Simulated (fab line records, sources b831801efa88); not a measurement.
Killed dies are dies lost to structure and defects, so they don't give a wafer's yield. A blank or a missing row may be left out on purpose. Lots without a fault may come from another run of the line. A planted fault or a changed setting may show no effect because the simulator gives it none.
Which tool did it? | flow gf180mcu | 14 lots, 42 wafers sampled, at 4 steps of a route of 602

WHAT THE GAUGES READ, wafer by wafer
GF_DUAL_GATE_THK_MEAS_03.
lot  | measured     | on            | DUAL_GATE_OXIDATION_00_THK (nm)
L357 | day 7 16:50  | film_metro-01 | 10.50 10.69 10.76
L358 | day 7 20:30  | film_metro-04 | 10.96 10.87 10.83
L359 | day 8 10:34  | film_metro-04 | 10.99 10.84 11.28
L360 | day 8 15:25  | film_metro-02 | 11.09 11.10 10.93
L361 | day 8 20:37  | film_metro-04 | 11.07 10.98 11.22
L367 | day 10 11:17 | film_metro-04 | 10.71 10.69 10.73
L368 | day 10 19:38 | film_metro-01 | 17.32 17.36 17.15
L370 | day 11 07:37 | film_metro-04 | 16.88 16.73 17.07
L371 | day 11 14:02 | film_metro-02 | 11.07 11.27 11.20
L376 | day 13 00:37 | film_metro-04 | 10.80 10.86 10.75
L377 | day 13 06:22 | film_metro-04 | 10.93 10.78 10.92
L378 | day 13 09:59 | film_metro-01 | 10.53 10.92 10.65
L379 | day 13 16:46 | film_metro-01 | 10.78 10.68 10.71
L380 | day 14 02:02 | film_metro-02 | 10.90 10.84 10.84

GF_M2_CD_MEAS_14: target cd 280 nm.
lot  | measured     | on        | cd_nm (nm)
L357 | day 19 07:53 | cd_sem-01 | 277.2 278.0 278.2
L358 | day 19 11:59 | cd_sem-02 | 279.9 280.0 280.0
L359 | day 20 03:08 | cd_sem-01 | 278.0 279.1 278.5
L360 | day 20 14:34 | cd_sem-02 | 281.6 280.5 280.0
L361 | day 20 21:06 | cd_sem-02 | 280.5 280.3 280.3
L367 | day 23 00:12 | cd_sem-01 | 281.3 282.1 281.2
L368 | day 23 08:26 | cd_sem-02 | 280.6 279.4 279.1
L370 | day 23 21:17 | cd_sem-01 | 281.4 281.3 280.8
L371 | day 24 08:09 | cd_sem-01 | 278.7 280.2 277.9
L376 | day 25 21:15 | cd_sem-02 | 279.5 279.5 280.5
L377 | day 26 02:25 | cd_sem-01 | 277.3 277.9 277.1
L378 | day 26 07:50 | cd_sem-01 | 279.0 277.5 278.6
L379 | day 26 14:52 | cd_sem-02 | 280.5 280.4 280.5
L380 | day 27 01:25 | cd_sem-02 | 281.1 281.3 281.5

WHICH TOOL RAN EACH LOT (tool, then ch and the chambers of the sampled wafers, then the start)
lot  | GF_DUAL_GATE_OXIDATION_02     | GF_M1_SPUTTER_02
L357 | furnace-02 ch 0, day 7 15:23  | pvd_sputter-02, day 16 05:45
L358 | furnace-01 ch 0, day 7 19:03  | pvd_sputter-04, day 16 10:36
L359 | furnace-02 ch 0, day 8 09:06  | pvd_sputter-01, day 17 00:51
L360 | furnace-01 ch 0, day 8 13:58  | pvd_sputter-02, day 17 11:59
L361 | furnace-01 ch 0, day 8 19:11  | pvd_sputter-01, day 17 16:56
L367 | furnace-02 ch 0, day 10 09:50 | pvd_sputter-02, day 19 22:28
L368 | furnace-01 ch 0, day 10 18:11 | pvd_sputter-04, day 20 07:52
L370 | furnace-01 ch 0, day 11 06:08 | pvd_sputter-02, day 20 20:55
L371 | furnace-02 ch 0, day 11 12:36 | pvd_sputter-02, day 21 07:31
L376 | furnace-02 ch 0, day 12 23:10 | pvd_sputter-04, day 23 00:45
L377 | furnace-02 ch 0, day 13 04:55 | pvd_sputter-01, day 23 06:10
L378 | furnace-02 ch 0, day 13 08:31 | pvd_sputter-04, day 23 10:38
L379 | furnace-02 ch 0, day 13 15:16 | pvd_sputter-01, day 23 19:30
L380 | furnace-01 ch 0, day 14 00:34 | pvd_sputter-02, day 24 06:55
- GF_DUAL_GATE_OXIDATION_02: stabilise 600 s, purge 300 s, target thk 10.887 nm.
- GF_M1_SPUTTER_02: material AlCu, target thk 450 nm, time 23.9 s.

WHAT THE TOOLS THEMSELVES READ (means of the sampled wafers that have a number; where no wafer has one, the mark that the record gives instead)
GF_DUAL_GATE_OXIDATION_02.
lot  | tool       | zone_power_centre_pct (%)
L357 | furnace-02 | 18.1
L358 | furnace-01 | 20.5
L359 | furnace-02 | 18.1
L360 | furnace-01 | 20.6
L361 | furnace-01 | 20.9
L367 | furnace-02 | 17.9
L368 | furnace-01 | 20.6
L370 | furnace-01 | 20.6
L371 | furnace-02 | 18.0
L376 | furnace-02 | 18.0
L377 | furnace-02 | 18.1
L378 | furnace-02 | 18.1
L379 | furnace-02 | 18.1
L380 | furnace-01 | 20.8

GF_M1_SPUTTER_02.
lot  | tool           | throttle_valve_pct (%)
L357 | pvd_sputter-02 | 31.0
L358 | pvd_sputter-04 | 30.4
L359 | pvd_sputter-01 | 29.8
L360 | pvd_sputter-02 | 31.2
L361 | pvd_sputter-01 | 29.8
L367 | pvd_sputter-02 | 31.0
L368 | pvd_sputter-04 | 30.4
L370 | pvd_sputter-02 | 31.0
L371 | pvd_sputter-02 | 31.5
L376 | pvd_sputter-04 | 29.4
L377 | pvd_sputter-01 | 29.0
L378 | pvd_sputter-04 | 29.2
L379 | pvd_sputter-01 | 29.5
L380 | pvd_sputter-02 | 31.8

THE ANSWER, worked out from the rows above alone
Rule: what is usual is taken from the lots themselves. Put in order of their means at a reading, lots are off if they are a third of the lots or fewer, leave a main group of 4 or more, and stand apart from it by a gap of 3 or more times the standard deviation of the main group's means; of several such gaps the widest counts. A main group whose means are all the same, to the digits that the tables above print for the reading, isn't used. A lot without any number at a reading at which 4 lots or more have one is off too. The other lots that the step has rows for count as sound. The gauges are gone through in route order, then the tools' own readings, and for those a lot's mean is taken as printed above. The first step at which some lot is off is used, and at that step the reading that is off furthest; a lot without a number counts as furthest.
Off: L368, L370, at GF_DUAL_GATE_THK_MEAS_03 (DUAL_GATE_OXIDATION_00_THK). The main group: mean 10.88 nm, standard deviation 0.17.
A tool fits if, at a process step before that reading, it ran every lot that is off, and no sound lot after the first of them. The gauges at GF_DUAL_GATE_THK_MEAS_03 are tried like those tools. None of those tried fits.

WHAT THE SIMULATOR HAD PUT IN
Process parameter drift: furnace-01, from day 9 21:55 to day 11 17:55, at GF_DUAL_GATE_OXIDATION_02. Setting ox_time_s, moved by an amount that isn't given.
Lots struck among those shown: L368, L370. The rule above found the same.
